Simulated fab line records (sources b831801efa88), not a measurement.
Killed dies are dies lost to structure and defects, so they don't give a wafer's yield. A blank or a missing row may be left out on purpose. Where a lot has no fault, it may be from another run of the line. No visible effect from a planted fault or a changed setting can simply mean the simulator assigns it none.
fab line records + flow gf180mcu
record:
- lots: 6
- wafers: 18
- last_day: 34
route steps=602 shown HV_LDD@218
lots untouched by any fault: they come from a run of this same line in which no faults occurred
start_h: the number of hours between the record's first day and the start of the first shown wafer of the lot + wait_h: how many hours have passed since the lot's step before this one + " repeats the value in the row above + L1.1+2: one row covering several wafers at once + - no value, or no start given + * or withheld: withheld + < > ~ a bound
route shown NAME@n: a module of which the file shows steps, and the number in the route of the first + usual: mean/standard deviation of fault-free wafers + same: alike in all rows + chamber/n: place in a boat + sites: each site's reading + _std_site: the standard deviation of these + _edge_site: the outer-site mean with the inner-site mean subtracted + radius_mm: how far each site lies from the wafer's centre + mask NAME#n: copy n + behind: tool/chamber where the wafer was last shaped + hold: why the lot was held/for how many hours/how that ended + device: transistor that didn't switch, given as n, p or np + end of line: the route-end tests of the same wafers + a step given without rows: its recipe and nothing more + killed: count of dies lost to structure and defects at first sort (not the wafer's yield) + map: a wafer's dies, x killed, . not, _ none there
set.NAME: the setting that was run; set.NAME@STEP: the one run at that earlier step + model.NAME: the simulator's own value behind a step, which no gauge read
lots seen at some steps along the route; tables by step, rows by wafer
services: a tool's chamber out of use, with start hour (start_h, from the record's first day; less than 0 if before it), hours out, and reason
== steps ==
step: GF_HV_LDD_SOFTBAKE_42
recipe:
- temp_c: 90
- time_s: 60
- resist: NOVOLAK
step: GF_HV_LDD_EXPOSE_43
recipe:
- mask_id: Pplus_HV_AREA
- target_cd_nm: 400
- na: 0.6
- source_shape: conventional
- sigma_outer: 0.6
- dose_mj: 140
step: GF_HV_LDD_PEB_44
recipe:
- temp_c: withheld
- time_s: *
- resist: NOVOLAK
step: GF_HV_LDD_DEVELOP_45
recipe:
- develop_time_s: 60
- dev_temp_c: 23
step: GF_HV_LDD_CD_MEAS_46
recipe:
- target_cd_nm: 400
usual:
- cd_nm: 399.5/2.1
| lot.wafer | tool      | chamber | start_h | wait_h | cd_nm |
|-----------|-----------|---------|---------|--------|-------|
| L771.1    | cd_sem-02 | -       | 355.78  | 0.1    | 398.9 |
| L771.3    | "         | -       | "       | "      | 400.5 |
| L771.5    | "         | -       | "       | "      | 399.4 |
| L772.2    | cd_sem-02 | -       | 364.35  | 0.1    | 399.7 |
| L772.3    | "         | -       | "       | "      | 398.9 |
| L772.4    | "         | -       | "       | "      | 402.2 |
| L775.1    | cd_sem-02 | -       | 384.51  | 0.2    | 396.4 |
| L775.2    | "         | -       | "       | "      | 394.2 |
| L775.4    | "         | -       | "       | "      | 395.7 |
| L780.1    | cd_sem-02 | -       | 425.88  | 0.1    | 400.1 |
| L780.2    | "         | -       | "       | "      | 399.1 |
| L780.6    | "         | -       | "       | "      | 399.2 |
| L782.1    | cd_sem-02 | -       | 449.23  | 0.1    | 399.3 |
| L782.3    | "         | -       | "       | "      | 400.7 |
| L782.4    | "         | -       | "       | "      | 397.3 |
| L784.2    | cd_sem-01 | -       | 461.51  | 0.1    | 402.4 |
| L784.4    | "         | -       | "       | "      | 401.2 |
| L784.6    | "         | -       | "       | "      | 402.1 |
step: GF_HV_LDD_OVL_MEAS_47
usual:
- HV_LDD_03_OVL: -1.6/1.4
| lot.wafer | tool       | chamber | start_h | wait_h | HV_LDD_03_OVL[nm] |
|-----------|------------|---------|---------|--------|-------------------|
| L771.1    | overlay-01 | -       | 355.90  | 0.1    | -3.3              |
| L771.3    | "          | -       | "       | "      | -3.4              |
| L771.5    | "          | -       | "       | "      | -5.7              |
| L772.2    | overlay-01 | -       | 364.46  | 0.1    | -1.1              |
| L772.3    | "          | -       | "       | "      | -1.5              |
| L772.4    | "          | -       | "       | "      | -0.1              |
| L775.1    | overlay-02 | -       | 384.63  | 0.1    | -2.5              |
| L775.2    | "          | -       | "       | "      | -1.0              |
| L775.4    | "          | -       | "       | "      | -3.9              |
| L780.1    | overlay-02 | -       | 426.00  | 0.1    | -3.9              |
| L780.2    | "          | -       | "       | "      | -3.3              |
| L780.6    | "          | -       | "       | "      | -2.0              |
| L782.1    | overlay-01 | -       | 449.35  | 0.1    | -3.0              |
| L782.3    | "          | -       | "       | "      | -2.5              |
| L782.4    | "          | -       | "       | "      | -2.1              |
| L784.2    | overlay-02 | -       | 461.61  | 0.1    | -1.1              |
| L784.4    | "          | -       | "       | "      | -2.6              |
| L784.6    | "          | -       | "       | "      | -2.9              |
step: GF_HV_LDD_IMPLANT_48
recipe:
- species: B
- energy_kev: 24.65
- dose_cm2: 3e+13
- tilt_deg: 7
step: GF_HV_LDD_STRIP_49
recipe:
- chemistry: O2/N2
- power_w: 1400
- pressure_mtorr: 1500
- platen_temp_c: 250
- o2_flow_sccm: 3000
- n2_flow_sccm: 300
- overash_fraction: 0.5
usual:
- chamber_pressure_mTorr: 1499.9/1.3
- drypump_motor_current_A: 5.67/0.26
- heater_power_w: 381/77
- oes_product_au: 0.716/0.0044
- strip_time_to_endpoint_s: 12.64/0.037
| lot.wafer | tool            | chamber | start_h | wait_h | chamber_pressure_mTorr | drypump_motor_current_A | heater_power_w | oes_product_au | rf_hours_counter_h | strip_time_to_endpoint_s |
|-----------|-----------------|---------|---------|--------|------------------------|-------------------------|----------------|----------------|--------------------|--------------------------|
| L771.1    | plasma_asher-01 | 0       | 356.09  | 0.1    | 1500.0                 | 5.91                    | 516            | 0.709          | 25                 | 12.64                    |
| L771.3    | "               | 1       | "       | "      | 1501.9                 | 5.79                    | 333            | 0.714          | -                  | 12.63                    |
| L771.5    | "               | 1       | "       | "      | 1499.3                 | 5.81                    | 337            | 0.710          | -                  | 12.63                    |
| L772.2    | plasma_asher-01 | 0       | 364.64  | 0.1    | 1500.9                 | 5.92                    | 524            | 0.720          | 26                 | 12.62                    |
| L772.3    | "               | 1       | "       | "      | 1498.1                 | 5.78                    | 332            | 0.717          | -                  | 12.64                    |
| L772.4    | "               | 0       | "       | "      | 1499.4                 | 5.94                    | 510            | 0.713          | -                  | 12.66                    |
| L775.1    | plasma_asher-03 | 1       | 384.82  | 0.1    | 1499.9                 | 5.21                    | 331            | 0.727          | 76                 | 12.65                    |
| L775.2    | "               | 0       | "       | "      | 1497.8                 | 5.40                    | 351            | 0.713          | 76                 | 12.64                    |
| L775.4    | "               | 1       | "       | "      | 1497.7                 | 5.20                    | 332            | 0.717          | -                  | 12.63                    |
| L780.1    | plasma_asher-01 | 1       | 426.19  | 0.1    | 1498.0                 | 5.74                    | 338            | 0.716          | 33                 | 12.65                    |
| L780.2    | "               | 0       | "       | "      | 1498.3                 | 5.91                    | 490            | 0.716          | 33                 | 12.63                    |
| L780.6    | "               | 0       | "       | "      | 1499.5                 | 5.92                    | 503            | 0.729          | -                  | 12.64                    |
| L782.1    | plasma_asher-02 | 0       | 449.54  | 0.1    | 1500.3                 | 5.37                    | 334            | 0.721          | 2                  | 12.61                    |
| L782.3    | "               | 1       | "       | "      | 1499.6                 | 5.91                    | 331            | 0.709          | -                  | 12.64                    |
| L782.4    | "               | 0       | "       | "      | 1500.4                 | 5.40                    | 339            | 0.717          | -                  | 12.63                    |
| L784.2    | plasma_asher-01 | 0       | 461.79  | 0.1    | 1498.1                 | 5.92                    | 495            | 0.724          | 37                 | 12.66                    |
| L784.4    | "               | 1       | "       | "      | 1498.6                 | 5.78                    | 338            | 0.718          | -                  | 12.61                    |
| L784.6    | "               | 0       | "       | "      | 1500.8                 | 5.92                    | 509            | 0.716          | -                  | 12.61                    |
step: GF_HV_LDD_TW_MEAS_50
usual:
- HV_LDD_4_TW: 567/5.8
| lot.wafer | tool          | chamber | start_h | wait_h | HV_LDD_4_TW |
|-----------|---------------|---------|---------|--------|-------------|
| L771.1    | film_metro-03 | -       | 356.19  | 0.1    | 560         |
| L771.3    | "             | -       | "       | "      | 560         |
| L771.5    | "             | -       | "       | "      | 561         |
| L772.2    | film_metro-03 | -       | 364.75  | 0.1    | 557         |
| L772.3    | "             | -       | "       | "      | 556         |
| L772.4    | "             | -       | "       | "      | 557         |
| L775.1    | film_metro-01 | -       | 384.92  | 0.1    | 569         |
| L775.2    | "             | -       | "       | "      | 572         |
| L775.4    | "             | -       | "       | "      | 569         |
| L780.1    | film_metro-04 | -       | 426.29  | 0.1    | 567         |
| L780.2    | "             | -       | "       | "      | 567         |
| L780.6    | "             | -       | "       | "      | 568         |
| L782.1    | film_metro-03 | -       | 449.64  | 0.1    | 558         |
| L782.3    | "             | -       | "       | "      | 554         |
| L782.4    | "             | -       | "       | "      | 557         |
| L784.2    | film_metro-01 | -       | 461.90  | 0.1    | 573         |
| L784.4    | "             | -       | "       | "      | 573         |
| L784.6    | "             | -       | "       | "      | 574         |
step: GF_HV_LDD_CLEAN_51
recipe:
- chemistry: SC1/SC2
- mix: 1:4:20
- temp_c: 70
- time_s: 150
- dry: n2_spin
step: GF_HV_LDD_RTA_52
recipe:
- temp_c: 1000
- time_s: 10
- ambient: N2
usual:
- lamp_power_pct: 36.8/2.2
- wafer_temp_C_max: 1004.9/1.3
| lot.wafer | tool          | chamber | start_h | wait_h | lamp_power_pct | wafer_temp_C_max |
|-----------|---------------|---------|---------|--------|----------------|------------------|
| L771.1    | rtp_anneal-01 | 0       | 356.30  | 0.0    | 38.3           | 1005.1           |
| L771.3    | "             | 0       | "       | "      | 38.3           | 1002.9           |
| L771.5    | "             | 0       | "       | "      | 38.3           | 1004.3           |
| L772.2    | rtp_anneal-02 | 0       | 364.86  | 0.0    | 33.8           | 1004.5           |
| L772.3    | "             | 0       | "       | "      | 33.7           | 1005.5           |
| L772.4    | "             | 0       | "       | "      | 33.7           | 1007.6           |
| L775.1    | rtp_anneal-01 | 0       | 385.03  | 0.0    | 38.3           | 1005.8           |
| L775.2    | "             | 0       | "       | "      | 38.3           | 1004.0           |
| L775.4    | "             | 0       | "       | "      | 38.3           | 1004.9           |
| L780.1    | rtp_anneal-02 | 0       | 426.40  | 0.0    | 33.7           | 1004.8           |
| L780.2    | "             | 0       | "       | "      | 33.7           | 1005.3           |
| L780.6    | "             | 0       | "       | "      | 33.7           | 1004.3           |
| L782.1    | rtp_anneal-01 | 0       | 449.75  | 0.0    | 38.4           | 1004.5           |
| L782.3    | "             | 0       | "       | "      | 38.3           | 1005.2           |
| L782.4    | "             | 0       | "       | "      | 38.3           | 1003.7           |
| L784.2    | rtp_anneal-01 | 0       | 462.01  | 0.0    | 38.4           | 1003.1           |
| L784.4    | "             | 0       | "       | "      | 38.3           | 1004.6           |
| L784.6    | "             | 0       | "       | "      | 38.3           | 1003.8           |
step: GF_HV_LDD_RS_MEAS_53
recipe:
- thk_meas_gauge: four-point-probe
usual:
- HV_LDD_RS: 413.3/0.97
| lot.wafer | tool          | chamber | start_h | wait_h | HV_LDD_RS[ohm/sq] |
|-----------|---------------|---------|---------|--------|-------------------|
| L771.1    | film_metro-01 | -       | 356.36  | 0.1    | 413.5             |
| L771.3    | "             | -       | "       | "      | 415.6             |
| L771.5    | "             | -       | "       | "      | 414.3             |
| L772.2    | film_metro-04 | -       | 364.93  | 0.1    | 412.3             |
| L772.3    | "             | -       | "       | "      | 412.0             |
| L772.4    | "             | -       | "       | "      | 413.0             |
| L775.1    | film_metro-04 | -       | 385.10  | 0.1    | 413.5             |
| L775.2    | "             | -       | "       | "      | 412.6             |
| L775.4    | "             | -       | "       | "      | 412.1             |
| L780.1    | film_metro-03 | -       | 426.46  | 0.1    | 412.4             |
| L780.2    | "             | -       | "       | "      | 412.5             |
| L780.6    | "             | -       | "       | "      | 412.2             |
| L782.1    | film_metro-03 | -       | 449.81  | 0.1    | 411.7             |
| L782.3    | "             | -       | "       | "      | 412.6             |
| L782.4    | "             | -       | "       | "      | 412.6             |
| L784.2    | film_metro-03 | -       | 462.09  | 0.1    | 412.7             |
| L784.4    | "             | -       | "       | "      | 413.0             |
| L784.6    | "             | -       | "       | "      | 412.5             |
step: GF_HV_LDD_CVD_54
recipe:
- material: SiO2
- target_thk_nm: 10
- precursor: TEOS
- temp_c: 680
- time_s: 75
- pressure_mtorr: 400
usual:
- pressure_mtorr: 400.1/0.76
- spike_tc_bottom_C: 699.3/2.5
- spike_tc_upper_C: 680.9/1.4
| lot.wafer | tool     | chamber | start_h | wait_h | pressure_mtorr | spike_tc_bottom_C | spike_tc_upper_C |
|-----------|----------|---------|---------|--------|----------------|-------------------|------------------|
| L771.1    | lpcvd-01 | 1       | 356.48  | 0.1    | -              | -                 | -                |
| L771.3    | "        | 1       | "       | "      | -              | -                 | -                |
| L771.5    | "        | 1       | "       | "      | -              | -                 | -                |
| L772.2    | lpcvd-01 | 0       | 365.03  | 0.1    | -              | -                 | -                |
| L772.3    | "        | 0       | "       | "      | -              | -                 | -                |
| L772.4    | "        | 0       | "       | "      | -              | -                 | -                |
| L775.1    | lpcvd-02 | 0       | 385.22  | 0.1    | 400.7          | 696.2             | 679.7            |
| L775.2    | "        | 0       | "       | "      | 401.1          | 698.1             | 679.7            |
| L775.4    | "        | 0       | "       | "      | 400.3          | 697.6             | 676.6            |
| L780.1    | lpcvd-02 | 1       | 427.57  | 1.1    | 398.9          | 698.3             | 682.0            |
| L780.2    | "        | 1       | "       | "      | 399.4          | 698.1             | 682.0            |
| L780.6    | "        | 1       | "       | "      | 399.7          | 698.7             | 681.9            |
| L782.1    | lpcvd-01 | 0       | 449.93  | 0.1    | 399.6          | 698.4             | 682.4            |
| L782.3    | "        | 0       | "       | "      | 400.4          | 699.1             | 680.9            |
| L782.4    | "        | 0       | "       | "      | 399.7          | 696.8             | 681.7            |
| L784.2    | lpcvd-02 | 1       | 462.19  | 0.1    | 400.0          | 697.8             | 679.9            |
| L784.4    | "        | 1       | "       | "      | 399.4          | 699.1             | 682.5            |
| L784.6    | "        | 1       | "       | "      | 399.9          | 698.1             | 681.0            |
step: GF_HV_LDD_CVD_56
recipe:
- material: Si3N4
- precursor: DCS/NH3
- target_thk_nm: 90
- temp_c: 770
- time_s: 1543
- pressure_mtorr: 250
== services ==
| tool            | chamber | start_h | hours | kind       |
|-----------------|---------|---------|-------|------------|
| plasma_asher-01 | -       | 346.48  | 0.9   | repair     |
| plasma_asher-03 | -       | 355.49  | 0.7   | repair     |
| lpcvd-01        | -       | 383.10  | 4.3   | pm         |
| plasma_asher-02 | -       | 421.25  | 9.0   | pm         |
| plasma_asher-02 | 0       | 421.25  | 9.0   | vent_cycle |
| plasma_asher-02 | 1       | 421.25  | 9.0   | vent_cycle |
| plasma_asher-02 | -       | 423.15  | 4.3   | repair     |
| plasma_asher-02 | 0       | 430.25  | -     | clean      |
| plasma_asher-02 | 1       | 430.25  | -     | clean      |
| lpcvd-01        | -       | 440.72  | 0.9   | repair     |
| plasma_asher-03 | -       | 443.78  | 4.1   | repair     |
== key ==
first_sign:
- step: GF_HV_LDD_CVD_54
- reading: tool_record
- direction: missing
effect none on later readings
met_at GF_HV_LDD_CVD_54
struck_wafers L771.1,L771.3,L771.5,L772.2,L772.3,L772.4
later_rows_left_out L771.1,L771.3,L771.5,L772.2,L772.3,L772.4
sort_left_out L771.1,L771.3,L771.5,L772.2,L772.3,L772.4
tester_left_out L771,L772
fault:
- kind: skipped_step_whole
- tool: lpcvd-01
- chamber: -
- onset_h: 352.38
- steps: GF_HV_LDD_CVD_54
- scope: struck_lots_only
tester_left_out: of these lots the tester's yield and bins aren't shown, on N5 and GAA mostly nor the transistor test; their killed dies are dies lost to structure and defects alone, not to doping, threshold or leakage, so they don't give the yield
sort_left_out: the simulated sort isn't trusted on such a fault, so these wafers' sort isn't shown, and their yield isn't known
later_rows_left_out: the simulator's readings of these wafers behind a module that went badly wrong aren't trusted and aren't shown, but for the sort
